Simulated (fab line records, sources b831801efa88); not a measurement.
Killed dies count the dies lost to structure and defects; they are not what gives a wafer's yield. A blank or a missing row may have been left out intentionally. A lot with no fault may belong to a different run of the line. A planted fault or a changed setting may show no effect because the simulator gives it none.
Which of the tools did it?    flow gf180mcu    21 wafers from 7 lots sampled at 3 of the route's 602 steps

## WHAT EACH GAUGE READ, for each wafer
GF_V3_OVL_MEAS_15.
lot   measured      on          V3_OVL (nm)
L485  day 23 06:45  overlay-02  6 4 6
L488  day 24 14:34  overlay-01  2 1 -6
L494  day 26 21:44  overlay-02  -6 -1 -1
L495  day 27 04:31  overlay-01  -1 6 2
L498  day 27 19:20  overlay-01  5 -1 1
L503  day 29 00:48  overlay-02  2 4 1
L505  day 29 16:45  overlay-01  2 3 9

## WHICH TOOL RAN EACH LOT (tool, then ch and the chambers of the sampled wafers, then the start)
lot   GF_CONTACT_CMP_27              GF_V2_ETCH_17
L485  cmp-01 ch 2,3, day 17 01:24    rie_diel-04 ch 1,3, day 23 06:45 or earlier
L488  cmp-02 ch 1,2,3, day 18 10:53  rie_diel-02 ch 0,1, day 24 14:34 or earlier
L494  cmp-02 ch 1,2, day 20 22:59    rie_diel-02 ch 0,3, day 26 21:44 or earlier
L495  cmp-02 ch 0,2,3, day 21 07:08  rie_diel-01 ch 0,1,3, day 27 04:31 or earlier
L498  cmp-02 ch 0,1,2, day 22 02:23  rie_diel-04 ch 0,1,2, day 27 19:20 or earlier
L503  cmp-01 ch 1,2,3, day 23 13:19  rie_diel-04 ch 1,2, day 29 00:48 or earlier
L505  cmp-01 ch 1,2,3, day 24 05:41  rie_diel-04 ch 0,2, day 29 16:45 or earlier
- GF_CONTACT_CMP_27: polishes, stops on SiO2, t overpolish 15 s, target thk 0 nm.
- GF_V2_ETCH_17: etches SiO2 in C4F8/O2/Ar, stops on TiN, target depth 630 nm.

## THE ANSWER, worked out from the rows above alone
Rule: usual is defined by the lots themselves. Put in order of their means at a reading, lots are off if they are a third of the lots or fewer, leave a main group of 4 or more, and stand apart from it by a gap of 3 or more times the standard deviation of the main group's means; of several such gaps the widest counts. Not used: any main group whose means are identical at the precision the tables above print for the reading. Also off: a lot with no number at a reading for which 4 or more lots have one. Where the step has rows for the other lots, those lots are counted as sound.
Across all readings shown, no lot is off: no conclusion can be drawn from this.

## WHAT THE SIMULATOR HAD PUT IN
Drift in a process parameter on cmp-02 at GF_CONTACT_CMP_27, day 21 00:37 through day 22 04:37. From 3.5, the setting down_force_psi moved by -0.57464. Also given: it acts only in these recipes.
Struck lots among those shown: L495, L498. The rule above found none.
